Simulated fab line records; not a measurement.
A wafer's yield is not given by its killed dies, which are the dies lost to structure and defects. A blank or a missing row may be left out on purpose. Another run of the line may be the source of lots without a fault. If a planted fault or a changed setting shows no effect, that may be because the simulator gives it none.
Commonality check across tools	flow sky130	Sample size 15 lots and 45 wafers

== REASON IT WAS OPENED ==
Of 15 lots, 3 have the reading VT_ADJUST_LVTN_TW flagged at SKY_VT_ADJUST_LVTN_TW_MEAS_10. Wafers without a fault read 244.1, standard deviation 2.5.
Rule: a lot gets a flag if all its wafers with a number sit over 4 standard deviations from that mean, or if no wafer of it has a number. The rest of the lots are taken to be sound.

lot	measured	on	VT_ADJUST_LVTN_TW, wafer by wafer	flag
L369	day 6 23:15	filmMetro-04	246.6 246.3 246.6	
L370	day 7 02:34	filmMetro-02	245.2 244.2 243.0	
L371	day 7 09:40	filmMetro-02	241.9 243.0 242.8	
L372	day 7 16:25	filmMetro-03	241.9 242.0 241.6	
L373	day 8 01:26	filmMetro-02	298.1 299.2 301.0	FLAGGED
L374	day 8 12:25	filmMetro-03	241.9 241.6 244.0	
L375	day 8 14:41	filmMetro-02	244.7 243.7 244.9	
L376	day 8 17:58	filmMetro-02	244.3 243.7 245.2	
L377	day 9 08:39	filmMetro-04	248.0 246.5 248.0	
L378	day 9 10:56	filmMetro-02	299.4 298.5 298.7	FLAGGED
L379	day 9 13:38	filmMetro-04	303.4 305.5 302.9	FLAGGED
L386	day 11 08:53	filmMetro-03	241.2 240.9 242.0	
L387	day 11 12:19	filmMetro-03	242.5 239.4 239.8	
L389	day 12 04:38	filmMetro-02	245.1 245.1 244.6	
L391	day 12 11:28	filmMetro-03	241.7 242.0 241.1	
Average over the flagged lots: 300.7; offset from the usual +56.6, equal to +23 standard deviations.

== EACH LOT AND THE TOOL IT RAN ON ==
The record holds 1 process step before the reading, out of a route of 708 steps. Each cell gives the tool, then ch followed by the chambers the sampled wafers passed through, then the start.
lot	flag	SKY_VT_ADJUST_LVTN_IMPLANT_08
L369		implanter-04 ch 0, day 6 23:00
L370		implanter-01 ch 0, day 7 02:20
L371		implanter-01 ch 0, day 7 09:26
L372		implanter-03 ch 0, day 7 16:10
L373	FLAGGED	implanter-03 ch 0, day 8 00:52
L374		implanter-01 ch 0, day 8 12:11
L375		implanter-04 ch 0, day 8 14:23
L376		implanter-04 ch 0, day 8 17:43
L377		implanter-04 ch 0, day 9 08:24
L378	FLAGGED	implanter-04 ch 0, day 9 10:23
L379	FLAGGED	implanter-03 ch 0, day 9 12:40
L386		implanter-04 ch 0, day 11 08:40
L387		implanter-01 ch 0, day 11 12:05
L389		implanter-03 ch 0, day 12 04:23
L391		implanter-01 ch 0, day 12 11:13
These steps, and what they do:
- SKY_VT_ADJUST_LVTN_IMPLANT_08
- SKY_VT_ADJUST_LVTN_TW_MEAS_10

== FLAGGED AGAINST TOTAL, ONE TOOL AT A TIME (gauges that did the reading follow at the end) ==
step	tool	lots run	flagged	share of the flagged lots	sound lots run after its first flagged lot
SKY_VT_ADJUST_LVTN_IMPLANT_08	implanter-01	5	0	none	-
SKY_VT_ADJUST_LVTN_IMPLANT_08	implanter-03	4	2	some	1 (L389)
SKY_VT_ADJUST_LVTN_IMPLANT_08	implanter-04	6	1	some	1 (L386)
SKY_VT_ADJUST_LVTN_TW_MEAS_10	filmMetro-02	7	2	some	3 (L375,L376,L389)
SKY_VT_ADJUST_LVTN_TW_MEAS_10	filmMetro-03	5	0	none	-
SKY_VT_ADJUST_LVTN_TW_MEAS_10	filmMetro-04	3	1	some	0

== THE TABLE: WHAT IT ALLOWS ==
No row of the table ran every flagged lot.

== WHAT THE SIMULATOR PUT IN ==
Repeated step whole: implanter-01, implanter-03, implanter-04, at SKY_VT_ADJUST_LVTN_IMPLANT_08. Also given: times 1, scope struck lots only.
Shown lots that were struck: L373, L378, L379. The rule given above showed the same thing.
